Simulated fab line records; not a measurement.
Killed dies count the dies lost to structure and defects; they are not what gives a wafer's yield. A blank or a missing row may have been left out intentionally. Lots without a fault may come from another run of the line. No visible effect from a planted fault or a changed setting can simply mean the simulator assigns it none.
2 desks, one fault -- flow gf180mcu -- only its own numbers are on each desk; what lay behind them is given at the end

== AT THE TOOL OWNER'S DESK: pvdSputter-04 ==
The tool's own readings at GF_M3_SPUTTER_01 (material TiN, target thk 30 nm, time 25 s): means of the sampled wafers that have a number, for each lot that ran on this tool. Marked OUT: a lot whose mean sits more than 4 standard deviations from the usual mean, which makes it out of limits; the brackets give that distance.
Columns: A = chamberPressurePa at GF_M3_SPUTTER_01, usual 0.4000 Pa; B = throttleValvePct at GF_M3_SPUTTER_01, usual 29.9 %
lot,first seen here,A,B
L836,day 20 16:59,0.4010,30.1
L839,day 21 09:37,0.3996,29.6
L840,day 22 01:16,0.3994,29.5
L843,day 22 19:58,0.4008,29.1
L850,day 25 15:32,0.3386 (-56) OUT,33.0
L852,day 26 02:28,0.3385 (-56) OUT,32.1
Finding of this desk: L850, L852 out of limits; the first was L850 at day 25 15:32, on chamberPressurePa at GF_M3_SPUTTER_01. Within limits: L836, L839, L840, L843.

== METROLOGY DESK ==
Lot by lot, what the gauges showed, no matter which tool ran the lot: averages of those sampled wafers that carry a number. Marked OUT: a lot whose mean sits more than 4 standard deviations from the usual mean, which makes it out of limits; the brackets give that distance.
Columns: A = V2_W_THK at GF_V2_THK_MEAS_25, usual 350 nm; B = cdNm at GF_M3_CD_MEAS_14, usual 279.9 nm
lot,first seen here,A,B
L836,day 20 16:32,352,279.9
L838,day 21 00:14,345,279.9
L837,day 21 04:01,359,280.3
L839,day 21 09:10,351,281.6
L840,day 22 00:49,363,280.6
L843,day 22 19:26,347,279.5
L850,day 25 15:04,356,278.9
L851,day 26 00:08,353,280.0
L852,day 26 02:01,340,280.1
L854,day 26 17:07,331,281.1
L856,day 27 07:52,345,280.6
L857,day 27 08:06,349,279.1
L858,day 28 00:01,350,279.9
L859,day 28 01:43,359,279.8
This desk's finding: nothing out of limits on any of the 14 lots.

== PUT TOGETHER ==
The tool owner's desk could have raised an alarm at day 25 15:32, on L850, L852.
Metrology desk: nothing out of limits seen.
The metrology desk has L850, L852 on record, within its limits.
On pvdSputter-04, each named lot ran GF_M3_SPUTTER_01.

== WHAT THE SIMULATOR HAD PUT IN ==
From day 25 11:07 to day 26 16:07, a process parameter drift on pvdSputter-04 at GF_M3_SPUTTER_01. A move of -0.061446 in setting chamberPressurePa, from 0.4. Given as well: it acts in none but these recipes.
Shown lots that were struck: L850, L852.
Hours from the fault's start to each desk's first reading out of limits: the tool owner's desk, 4.
